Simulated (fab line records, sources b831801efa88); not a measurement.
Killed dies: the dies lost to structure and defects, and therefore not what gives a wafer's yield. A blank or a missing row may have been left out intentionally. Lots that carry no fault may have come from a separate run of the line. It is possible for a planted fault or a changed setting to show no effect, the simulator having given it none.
Matching of chambers -- flow sky130 -- 4 sister chambers for SKY_VIA2_ETCH_15 on rieDiel-01
The step etches SiO2 in C4F8/O2/Ar, stops on TiN, target depth 546 nm, time 84 s. 4 wafers are shown with their chamber, then 7 later ones without.

WAFERS PAIRED WITH THEIR CHAMBERS
wafer,chamber,oesProductAu (a.u.)
L080.5,2,0.939
L089.1,0,0.929
L089.5,3,0.942
L094.5,1,0.941

WAFERS MISSING THEIR CHAMBER
wafer,oesProductAu (a.u.)
L094.6,0.936
L093.1,0.938
L093.3,0.949
L093.5,0.938
L096.3,0.932
L096.4,0.939
L096.5,0.947

CHAMBER TAKEN BY EACH
wafer,from the rows above,in truth
L094.6,can't be placed: 2 or 1 or 3 or 0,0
L093.1,can't be placed: 2 or 1 or 3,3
L093.3,can't be placed: 3 or 1 or 2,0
L093.5,can't be placed: 2 or 1 or 3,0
L096.3,can't be placed: 0 or 2 or 1 or 3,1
L096.4,can't be placed: 2 or 1 or 3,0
L096.5,can't be placed: 3 or 1 or 2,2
Correct placement for 0 of the 7. From these rows, 7 cannot be placed; in 4 the true chamber is one of the candidates. Wrongly placed: 0.
How it was worked out, from the rows above alone: a wafer's distance from a chamber is the root of the sum, over the readings, of the square of ((its reading less the chamber's mean) divided by the reading's scatter). If the next closest chamber is less than 2 further off than the closest, the wafer can't be placed; otherwise it belongs to the closest. A chamber's mean is the mean of its shown wafers. The scatter: root of mean squared gap, hidden wafer to nearest shown wafer, with one shown wafer a chamber.
